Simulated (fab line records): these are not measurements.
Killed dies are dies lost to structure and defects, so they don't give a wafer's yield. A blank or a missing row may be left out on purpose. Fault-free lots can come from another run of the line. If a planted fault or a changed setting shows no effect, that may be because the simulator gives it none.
Which of the tools did it? ; flow sky130 ; 12 lots with 36 wafers sampled at 3 steps, on a route of 708 steps

== WHAT THE GAUGES SHOWED, per wafer ==
SKY_CONTACT_BOW_MEAS_05.
lot;measured;on;CONTACT_BOW (um)
L236;day 30 19:11;film metro-02;89 84 80
L237;day 31 06:43;film metro-04;85 89 83
L239;day 31 19:57;film metro-02;81 72 76
L242;day 33 09:11;film metro-04;99 92 90
L243;day 33 12:29;film metro-02;82 86 78
L248;day 34 23:09;film metro-01;78 67 87
L251;day 35 23:16;film metro-04;76 95 68
L252;day 36 06:15;film metro-02;98 78 84
L254;day 37 01:15;film metro-04;75 75 94
L256;day 38 01:04;film metro-02;83 82 80
L257;day 38 03:07;film metro-02;86 90 84
L258;day 38 12:50;film metro-04;91 73 94

SKY_CONTACT_CD_MEAS_14 targets a cd of 170 nm.
lot;measured;on;cd nm (nm)
L236;day 31 23:14;cd sem-01;170.4 170.5 170.2
L237;day 32 10:52;cd sem-02;171.9 171.3 171.3
L239;day 33 00:17;cd sem-02;171.7 170.0 171.2
L242;day 34 12:10;cd sem-01;168.5 168.6 169.4
L243;day 34 15:56;cd sem-02;169.5 170.8 170.3
L248;day 36 02:22;cd sem-01;169.3 169.7 169.3
L251;day 37 01:55;cd sem-02;172.9 173.0 171.8
L252;day 37 09:16;cd sem-02;172.5 172.5 171.3
L254;day 38 03:29;cd sem-02;170.0 170.0 168.8
L256;day 39 02:55;cd sem-02;168.8 167.8 169.1
L257;day 39 05:19;cd sem-01;170.7 169.8 171.1
L258;day 39 14:01;cd sem-01;168.7 169.7 169.2

== WHAT TOOL EACH LOT RAN ON (gives the tool, then ch and the chambers of the sampled wafers, and finally the start) ==
lot;SKY_CONTACT_CMP_04
L236;cmp-02 ch 0,1,3, day 30 18:52
L237;cmp-02 ch 1,2,3, day 31 06:28
L239;cmp-01 ch 0,3, day 31 19:38
L242;cmp-01 ch 1,2,3, day 33 08:56
L243;cmp-01 ch 1,3, day 33 12:10
L248;cmp-01 ch 0,2,3, day 34 22:51
L251;cmp-01 ch 0,2, day 35 23:01
L252;cmp-01 ch 0,1,3, day 36 06:00
L254;cmp-01 ch 0,1,3, day 37 00:59
L256;cmp-01 ch 1,3, day 38 00:46
L257;cmp-01 ch 0,1,3, day 38 02:50
L258;cmp-02 ch 0,1,3, day 38 12:34
- SKY_CONTACT_CMP_04: polishes SiO2.

== WHAT THE TOOLS THEMSELVES READ (means of the sampled wafers that have a number; where no wafer has one, the mark that the record gives instead) ==
SKY_CONTACT_CMP_04.
lot;tool;motor current A (A);time to endpoint s (s)
L236;cmp-02;11.2;84
L237;cmp-02;10.5;82
L239;cmp-01;15.2;85
L242;cmp-01;13.0;81
L243;cmp-01;14.2;77
L248;cmp-01;13.6;78
L251;cmp-01;12.6;83
L252;cmp-01;13.7;81
L254;cmp-01;13.5;87
L256;cmp-01;13.9;87
L257;cmp-01;13.5;85
L258;cmp-02;10.9;83

== THE ANSWER, worked out from the rows above alone ==
Rule: what is usual is taken from the lots themselves. Put in order of their means at a reading, lots are off if they are a third of the lots or fewer, leave a main group of 4 or more, and stand apart from it by a gap of 3 or more times the standard deviation of the main group's means; of several such gaps the widest counts. Not used: any main group whose means are identical at the precision the tables above print for the reading. A lot without any number at a reading at which 4 lots or more have one is off too. Any other lot the step has rows for is counted as sound. The gauges are gone through in route order, then the tools' own readings, and for those a lot's mean is taken as printed above. The first step at which some lot is off is used, and at that step the reading that is off furthest; a lot without a number counts as furthest.
No lot is off on any of the readings shown, so nothing can be concluded from this.

== WHAT WAS PUT IN BY THE SIMULATOR ==
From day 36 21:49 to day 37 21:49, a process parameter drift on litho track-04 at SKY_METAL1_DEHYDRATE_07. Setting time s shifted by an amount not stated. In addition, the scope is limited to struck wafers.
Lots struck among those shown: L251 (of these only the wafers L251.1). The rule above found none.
